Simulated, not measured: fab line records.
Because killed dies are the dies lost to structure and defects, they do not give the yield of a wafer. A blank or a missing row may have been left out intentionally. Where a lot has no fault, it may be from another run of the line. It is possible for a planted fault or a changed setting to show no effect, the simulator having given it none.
What tool caused it? -- flow gf180mcu -- 14 lots, 42 wafers sampled, at 2 steps of a route of 602

## WHAT THE GAUGES SHOWED, per wafer
GF_TOP_METAL_CD_MEAS_14: target cd 440 nm.
lot,measured,on,cdNm (nm)
L342,day 28 04:11,cdSem-01,440.0 438.4 437.6
L344,day 28 17:47,cdSem-02,434.8 439.2 435.6
L343,day 28 23:22,cdSem-02,437.3 438.1 437.7
L345,day 29 05:15,cdSem-01,440.8 438.2 440.0
L348,day 30 07:23,cdSem-02,435.0 436.0 434.8
L350,day 30 16:53,cdSem-01,439.7 438.2 440.5
L351,day 30 21:35,cdSem-02,433.5 435.4 432.4
L354,day 31 19:38,cdSem-02,441.2 440.5 440.2
L357,day 32 16:42,cdSem-02,434.5 437.5 436.0
L360,day 33 06:01,cdSem-02,439.6 436.7 438.3
L362,day 33 19:10,cdSem-02,440.5 439.9 437.8
L363,day 33 21:51,cdSem-01,440.1 440.6 442.7
L364,day 34 03:41,cdSem-01,439.8 438.9 438.1
L365,day 34 10:13,cdSem-01,440.0 441.6 440.6

## TOOL THAT RAN EACH LOT (tool first, then ch and the chambers of the sampled wafers, then the start)
lot,GF_TOP_METAL_DEVELOP_13
L342,"lithoTrack-02 ch 0, day 28 04:02"
L344,"lithoTrack-02 ch 0, day 28 17:38"
L343,"lithoTrack-03 ch 0, day 28 23:13"
L345,"lithoTrack-03 ch 0, day 29 05:06"
L348,"lithoTrack-02 ch 0, day 30 07:14"
L350,"lithoTrack-01 ch 0, day 30 16:44"
L351,"lithoTrack-02 ch 0, day 30 21:27"
L354,"lithoTrack-01 ch 0, day 31 19:29"
L357,"lithoTrack-03 ch 0, day 32 16:33"
L360,"lithoTrack-01 ch 0, day 33 05:52"
L362,"lithoTrack-02 ch 0, day 33 19:01"
L363,"lithoTrack-03 ch 0, day 33 21:42"
L364,"lithoTrack-01 ch 0, day 34 03:32"
L365,"lithoTrack-02 ch 0, day 34 10:04"
- GF_TOP_METAL_DEVELOP_13: develop time 60 s.

## WHAT THE TOOLS THEMSELVES READ (means of the sampled wafers that have a number; where no wafer has one, the mark that the record gives instead)
GF_TOP_METAL_DEVELOP_13.
lot,tool,developerTempC (C)
L342,lithoTrack-02,22.84
L344,lithoTrack-02,23.20
L343,lithoTrack-03,23.01
L345,lithoTrack-03,23.03
L348,lithoTrack-02,20.73
L350,lithoTrack-01,23.05
L351,lithoTrack-02,20.79
L354,lithoTrack-01,22.79
L357,lithoTrack-03,22.87
L360,lithoTrack-01,23.08
L362,lithoTrack-02,23.02
L363,lithoTrack-03,22.88
L364,lithoTrack-01,22.95
L365,lithoTrack-02,22.93

## THE ANSWER, worked out from the rows above alone
Rule: what is usual is taken from the lots themselves. Put in order of their means at a reading, lots are off if they are a third of the lots or fewer, leave a main group of 4 or more, and stand apart from it by a gap of 3 or more times the standard deviation of the main group's means; of several such gaps the widest counts. Not used: any main group whose means are identical at the precision the tables above print for the reading. A lot without any number at a reading at which 4 lots or more have one is off too. The other lots that the step has rows for count as sound. Order of review: gauges by route order, followed by the tools' own readings, for which a lot's mean as printed above is used. The first step at which some lot is off is used, and at that step the reading that is off furthest; a lot without a number counts as furthest.
Off: L348, L351, at GF_TOP_METAL_DEVELOP_13 (developerTempC). The main group has a mean of 22.97 C with a standard deviation of 0.11.
If a tool, at that step or one of the process steps before it, ran each lot that is off and ran no sound lot following the first of them, it fits. None of those tried fits.

## WHAT WAS PUT IN BY THE SIMULATOR
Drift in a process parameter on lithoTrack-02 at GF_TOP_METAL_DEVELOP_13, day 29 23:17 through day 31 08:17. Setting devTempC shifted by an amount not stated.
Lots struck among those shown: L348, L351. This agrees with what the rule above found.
